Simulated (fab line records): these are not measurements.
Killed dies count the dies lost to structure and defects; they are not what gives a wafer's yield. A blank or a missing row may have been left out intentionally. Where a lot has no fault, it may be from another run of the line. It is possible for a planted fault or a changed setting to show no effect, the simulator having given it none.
One fault through the eyes of 2 desks	flow sky130	numbers are kept per desk, each desk with only its own; the story behind them comes last

AT THE METROLOGY DESK
What the gauges read for every lot (on any tool): the sampled wafers with a number, averaged. If a lot's mean is further than 4 standard deviations from the usual mean, the lot is out of limits and carries the mark OUT (the distance appears in the brackets).
Columns: A = cd_nm at SKY_SONOS_ONO_CD_MEAS_13, usual 410.2 nm; B = LDD_HVN_TW at SKY_LDD_HVN_TW_MEAS_10, usual 1437; C = LDD_HVP_OVL at SKY_LDD_HVP_OVL_MEAS_07, usual -0.2 nm
lot	first seen here	A	B	C
L184	day 12 23:55	414.3	1429	0.9
L183	day 13 00:11	412.2	1431	1.3
L185	day 13 09:52	410.7	1431	-1.4
L190	day 14 23:05	409.2	1443	1.5
L189	day 14 23:19	411.4	1441	0.0
L191	day 15 08:59	411.1	1428	0.4
L192	day 15 18:02	406.7	1435	-0.1
L193	day 15 23:35	409.6	1443	0.6
L194	day 16 07:37	408.8	1436	-0.0
L198	day 17 21:58	404.3	1432	-0.4
L199	day 18 04:30	408.1	1434	-1.3
L205	day 20 02:58	410.3	1440	-0.6
L206	day 20 15:52	410.7	1449	2.8
This desk's verdict: no lot among the 13 shows anything out of limits.

THE TOOL OWNER'S DESK: litho_track-01
The tool's own readings at SKY_LDD_HVN_COAT_02 (resist thk 300 nm): means of the sampled wafers that have a number, for each lot that ran on this tool. If a lot's mean is further than 4 standard deviations from the usual mean, the lot is out of limits and carries the mark OUT (the distance appears in the brackets).
Columns: A = spin_speed_rpm at SKY_LDD_HVN_COAT_02, usual 3000.1 rpm
lot	first seen here	A
L183	day 19 23:07	3000.5
L190	day 22 06:49	2999.7
L191	day 22 18:24	2998.9
L193	day 23 11:58	2999.7
L198	day 25 06:55	3181.2 (+95) OUT
L199	day 25 13:40	3180.3 (+95) OUT
This desk's verdict: out of limits on L198, L199, starting with L198 at day 25 06:55 (spin_speed_rpm at SKY_LDD_HVN_COAT_02). L183, L190, L191, L193: within limits.

TAKEN TOGETHER
At day 25 06:55, on L198, L199, the tool owner's desk was in a position to raise an alarm.
Nothing out of limits was seen by the metrology desk.
The metrology desk has L198, L199 on record, within its limits.
The lots listed all ran SKY_LDD_HVN_COAT_02 on litho_track-01.

WHAT THE SIMULATOR HAD PUT IN
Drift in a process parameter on litho_track-01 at SKY_LDD_HVN_COAT_02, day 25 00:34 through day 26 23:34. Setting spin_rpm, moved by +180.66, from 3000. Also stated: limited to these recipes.
Lots struck among those shown: L198, L199.
How many hours passed from the start of the fault until each desk's first out-of-limits reading: the tool owner's desk, 6.
